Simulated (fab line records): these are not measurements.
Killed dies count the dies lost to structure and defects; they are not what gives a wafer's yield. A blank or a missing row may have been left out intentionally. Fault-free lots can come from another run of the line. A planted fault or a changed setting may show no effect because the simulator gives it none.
Which tool did it? + flow sky130 + 7 lots with 21 wafers sampled at 2 steps, on a route of 708 steps

## WHAT EACH GAUGE READ, for each wafer
SKY_VT_ADJUST_NCORE_CD_MEAS_07 targets a cd of 380 nm.
| lot  | measured     | on        | cd-nm (nm)        |
|------|--------------|-----------|-------------------|
| L186 | day 8 19:03  | cd-sem-02 | 380.8 381.1 383.4 |
| L190 | day 9 23:01  | cd-sem-02 | 374.7 377.3 376.8 |
| L192 | day 10 11:43 | cd-sem-01 | 378.9 381.0 381.8 |
| L195 | day 11 11:22 | cd-sem-01 | 379.1 379.5 379.6 |
| L198 | day 12 14:34 | cd-sem-02 | 377.6 377.2 379.1 |
| L201 | day 13 10:07 | cd-sem-01 | 382.5 381.8 382.0 |
| L208 | day 15 09:22 | cd-sem-02 | 377.2 376.9 377.0 |

## WHICH TOOL RAN EACH LOT (tool, then ch and the chambers of the sampled wafers, then the start)
| lot  | SKY_VT_ADJUST_LVTN_STRIP_09          |
|------|--------------------------------------|
| L186 | plasma-asher-04 ch 0,1, day 7 02:11  |
| L190 | plasma-asher-01 ch 0,1, day 8 03:41  |
| L192 | plasma-asher-04 ch 0,1, day 8 16:46  |
| L195 | plasma-asher-01 ch 0,1, day 9 15:13  |
| L198 | plasma-asher-04 ch 0,1, day 10 14:56 |
| L201 | plasma-asher-01 ch 0,1, day 11 08:50 |
| L208 | plasma-asher-03 ch 0,1, day 13 04:34 |
- SKY_VT_ADJUST_LVTN_STRIP_09: strips in O2/N2.

## THE ANSWER, worked out from the rows above alone
Rule: usual is defined by the lots themselves. Put in order of their means at a reading, lots are off if they are a third of the lots or fewer, leave a main group of 4 or more, and stand apart from it by a gap of 3 or more times the standard deviation of the main group's means; of several such gaps the widest counts. A main group is skipped when, at the precision printed for the reading in the tables above, its means are all equal. Also off: a lot with no number at a reading for which 4 or more lots have one. Any other lot the step has rows for is counted as sound.
Nothing can be told from this: no lot is off at any reading shown.

## WHAT HAD BEEN PUT IN BY THE SIMULATOR
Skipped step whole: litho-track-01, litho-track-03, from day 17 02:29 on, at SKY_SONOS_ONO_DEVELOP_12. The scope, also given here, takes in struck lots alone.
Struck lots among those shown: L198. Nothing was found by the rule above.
